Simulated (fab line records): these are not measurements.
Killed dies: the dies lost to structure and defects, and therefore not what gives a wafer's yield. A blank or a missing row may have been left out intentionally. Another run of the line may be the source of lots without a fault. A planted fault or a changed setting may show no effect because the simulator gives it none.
2 desks looking at one fault || flow sky130 || what lay behind the numbers comes last; until then each desk has only its own

## THE TOOL OWNER'S DESK: furnace-02
The tool's own readings at SKY_POLY_GATE_OXIDATION_20 (stabilise 600 s, purge 300 s, target thk 4 nm): means of the sampled wafers that have a number, for each lot that ran on this tool. Any lot whose mean is over 4 standard deviations away from the usual mean is out of limits and marked OUT; that distance is given in the brackets.
Columns: A = spike tc lower C at SKY_POLY_GATE_OXIDATION_20, usual 849.6 C; B = spike tc top C at SKY_POLY_GATE_OXIDATION_20, usual 864 C; C = zone power upper pct at SKY_POLY_GATE_OXIDATION_20, usual 16.6 %
{"lot": "L422", "first seen here": "day 17 09:28", "A": 850.6, "B": 869, "C": 15.9}
{"lot": "L431", "first seen here": "day 21 00:51", "A": 848.8, "B": 868, "C": 15.9}
{"lot": "L432", "first seen here": "day 21 05:54", "A": 849.4, "B": 868, "C": 15.9}
{"lot": "L441", "first seen here": "day 24 09:10", "A": 849.4, "B": 867, "C": 15.9}
{"lot": "L442", "first seen here": "day 25 06:46", "A": 850.4, "B": 868, "C": 15.7}
This desk's verdict: no lot among the 5 shows anything out of limits.

## FROM THE METROLOGY DESK
What the gauges read, lot by lot, whatever tool the lot ran on: means of the sampled wafers that have a number. Any lot whose mean is over 4 standard deviations away from the usual mean is out of limits and marked OUT; that distance is given in the brackets. Shown here are 7 of its 8 readings, the ones lying furthest out on some lot.
Columns: A = cd nm at SKY_POLY_GATE_CD_MEAS_13, usual 150.3 nm; B = POLY_GATE_OXIDATION_THK at SKY_POLY_GATE_THK_MEAS_21, usual 4.02 nm; C = cd nm at SKY_POLY_GATE_CD_MEAS_22, usual 150.1 nm; D = LDD_N_OVL at SKY_LDD_N_OVL_MEAS_07, usual -0.5 nm; E = LDD_N_TW at SKY_LDD_N_TW_MEAS_17, usual 2560; F = cd nm at SKY_LDD_P_CD_MEAS_07, usual 380.1 nm; G = LDD_P_OVL at SKY_LDD_P_OVL_MEAS_08, usual -0.1 nm
{"lot": "L422", "first seen here": "day 17 06:40", "A": 150.2, "B": 4.13, "C": 150.4, "D": -2.6, "E": 2529, "F": 380.0, "G": 0.6}
{"lot": "L431", "first seen here": "day 20 23:56", "A": 152.4, "B": 4.07, "C": 152.9, "D": -1.1, "E": 2537, "F": 376.3, "G": 0.2}
{"lot": "L432", "first seen here": "day 21 05:25", "A": 148.0, "B": 3.99, "C": 147.6, "D": 2.8, "E": 2573, "F": 382.4, "G": 1.0}
{"lot": "L439", "first seen here": "day 23 15:40", "A": 149.6, "B": 4.04, "C": 149.3, "D": -1.0, "E": 2583, "F": 381.3, "G": -0.0}
{"lot": "L441", "first seen here": "day 24 08:38", "A": 150.9, "B": 4.06, "C": 151.0, "D": -0.5, "E": 2558, "F": 380.8, "G": 0.6}
{"lot": "L442", "first seen here": "day 25 06:14", "A": 150.7, "B": 3.99, "C": 151.5, "D": 1.0, "E": 2542, "F": 380.3, "G": -0.7}
This desk's verdict: no lot among the 6 shows anything out of limits.

## BROUGHT TOGETHER
Nothing out of limits was seen by the tool owner's desk.
Metrology desk: nothing out of limits seen.

## WHAT THE SIMULATOR PUT IN
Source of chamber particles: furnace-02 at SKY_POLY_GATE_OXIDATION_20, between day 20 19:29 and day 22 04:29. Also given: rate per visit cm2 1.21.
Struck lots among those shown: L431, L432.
